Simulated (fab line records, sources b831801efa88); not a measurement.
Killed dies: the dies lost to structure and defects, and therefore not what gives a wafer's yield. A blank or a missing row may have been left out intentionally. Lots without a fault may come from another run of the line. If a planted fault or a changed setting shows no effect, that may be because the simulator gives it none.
Which tool did it? -- flow gf180mcu -- Sampling: 15 lots, 45 wafers, 4 of 602 route steps

## WHAT EACH GAUGE READ, for each wafer
GF_M2_THK_MEAS_06: measures by xrf. Usual: M2_ALCU_THK gives 457 nm (standard deviation 4.9).
lot,measured,on,M2_ALCU_THK (nm),flag
L175,day 18 20:04,filmMetro-02,462 460 456,
L177,day 19 17:14,filmMetro-03,460 454 454,
L178,day 20 02:58,filmMetro-02,471 462 467,
L181,day 21 10:02,filmMetro-02,457 455 454,
L182,day 21 19:56,filmMetro-03,461 462 459,
L183,day 22 01:56,filmMetro-03,454 460 457,
L184,day 22 10:57,filmMetro-02,453 455 458,
L185,day 22 18:58,filmMetro-03,457 462 459,
L188,day 23 17:44,filmMetro-04,458 454 456,
L189,day 24 05:29,filmMetro-04,457 451 455,
L191,day 25 01:20,filmMetro-02,464 460 457,
L196,day 26 09:33,filmMetro-03,452 452 455,

## TOOL THAT RAN EACH LOT (tool first, then ch and the chambers of the sampled wafers, then the start)
lot,GF_CONTACT_DEVELOP_13,GF_M1_SPUTTER_00,GF_V1_CMP_04
L175,"lithoTrack-02 ch 0, day 16 16:38","pvdSputter-01, day 16 18:05","cmp-02 ch 0,2,3, day 17 18:20"
L177,"lithoTrack-02 ch 0, day 17 12:37","pvdSputter-02, day 17 14:03","cmp-01 ch 0,1,3, day 18 14:31"
L178,"lithoTrack-01 ch 0, day 17 23:32","pvdSputter-01, day 18 00:58","cmp-02 ch 0,2, day 19 02:04"
L181,"lithoTrack-01 ch 0, day 19 04:49","pvdSputter-01, day 19 06:16","cmp-01 ch 0,2,3, day 20 08:05"
L182,"lithoTrack-01 ch 0, day 19 10:53","pvdSputter-01, day 19 15:43","cmp-01 ch 1,2,3, day 20 17:57"
L183,"lithoTrack-02 ch 0, day 19 20:04","pvdSputter-02, day 19 21:34","cmp-01 ch 1,2,3, day 20 23:31"
L184,"lithoTrack-02 ch 0, day 20 06:49","pvdSputter-02, day 20 08:16","cmp-02 ch 1,2, day 21 09:33"
L185,"lithoTrack-03 ch 0, day 20 15:35","pvdSputter-02, day 20 17:00","cmp-01 ch 0,3, day 21 17:35"
L188,"lithoTrack-02 ch 0, day 21 15:47","pvdSputter-03, day 21 17:14","cmp-02 ch 0,1,2, day 22 17:47"
L189,"lithoTrack-03 ch 0, day 22 03:25","pvdSputter-01, day 22 04:52","cmp-01 ch 0,2,3, day 23 05:19"
L191,"lithoTrack-01 ch 0, day 22 21:05","pvdSputter-01, day 22 22:31","cmp-02 ch 2,3, day 23 22:37"
L192,"lithoTrack-03, day 23 01:49",-,-
L193,"lithoTrack-02, day 23 11:10",-,-
L194,"lithoTrack-01, day 23 16:40",-,-
L196,"lithoTrack-01 ch 0, day 24 11:38","pvdSputter-03, day 24 13:11","cmp-01 ch 1,2,3, day 25 10:45"
- GF_CONTACT_DEVELOP_13: develop time 60 s.
- GF_M1_SPUTTER_00: material Ti, target thk 37.5 nm, time 150 s.
- GF_V1_CMP_04: polishes SiO2.

## AS READ BY THE TOOLS THEMSELVES (means over the sampled wafers that have a number; for cases with no such wafer, the mark the record gives instead)
GF_CONTACT_DEVELOP_13. Usual: chillPlateTempC 22.99 C, standard deviation 0.093.
lot,tool,chillPlateTempC (C),flag
L175,lithoTrack-02,23.05,
L177,lithoTrack-02,22.96,
L178,lithoTrack-01,23.14,
L181,lithoTrack-01,23.12,
L182,lithoTrack-01,22.95,
L183,lithoTrack-02,23.02,
L184,lithoTrack-02,23.01,
L185,lithoTrack-03,23.01,
L188,lithoTrack-02,22.95,
L189,lithoTrack-03,23.01,
L191,lithoTrack-01,23.05,
L192,lithoTrack-03,-,OFF
L193,lithoTrack-02,-,OFF
L194,lithoTrack-01,-,OFF
L196,lithoTrack-01,22.91,

GF_M1_SPUTTER_00. Usual: throttleValvePct 29.9 %, standard deviation 1.4.
lot,tool,throttleValvePct (%),flag
L175,pvdSputter-01,29.7,
L177,pvdSputter-02,30.1,
L178,pvdSputter-01,29.1,
L181,pvdSputter-01,29.3,
L182,pvdSputter-01,28.7,
L183,pvdSputter-02,31.1,
L184,pvdSputter-02,30.9,
L185,pvdSputter-02,29.4,
L188,pvdSputter-03,30.3,
L189,pvdSputter-01,28.8,
L191,pvdSputter-01,29.7,
L196,pvdSputter-03,31.1,

GF_V1_CMP_04. Usual: motorCurrentA 12.7 A, standard deviation 1.4; slurryFlowMlMin 150.0, standard deviation 0.49; timeToEndpointS 79 s, standard deviation 5.4.
lot,tool,motorCurrentA (A),slurryFlowMlMin,timeToEndpointS (s),flag
L175,cmp-02,11.5,150.0,79,
L177,cmp-01,13.7,150.1,75,
L178,cmp-02,10.5,150.3,82,
L181,cmp-01,13.7,149.7,76,
L182,cmp-01,14.0,150.4,86,
L183,cmp-01,14.2,150.0,79,
L184,cmp-02,11.0,150.3,85,
L185,cmp-01,12.7,149.3,82,
L188,cmp-02,11.6,150.0,86,
L189,cmp-01,13.7,149.8,69,
L191,cmp-02,11.2,149.4,84,
L196,cmp-01,14.0,149.9,78,

## THE ANSWER, worked out from the rows above alone
Rule: a lot is off if the mean of its wafers that have a number lies more than 3 standard deviations from the usual mean. A lot without any number at a reading at which 4 lots or more have one is off too. Where the step has rows for the other lots, those lots are counted as sound. The gauges are gone through in route order, then the tools' own readings, and for those a lot's mean is taken as printed above. At the first step where some lot is off, the reading lying furthest off is the one used; lots without a number count as furthest.
Off: L192, L193, L194 (GF_CONTACT_DEVELOP_13, chillPlateTempC). Without a number there: L192, L193, L194.
If a tool, at that step or one of the process steps before it, ran each lot that is off and ran no sound lot following the first of them, it fits. None of those tried fits.

## WHAT THE SIMULATOR HAD INSERTED
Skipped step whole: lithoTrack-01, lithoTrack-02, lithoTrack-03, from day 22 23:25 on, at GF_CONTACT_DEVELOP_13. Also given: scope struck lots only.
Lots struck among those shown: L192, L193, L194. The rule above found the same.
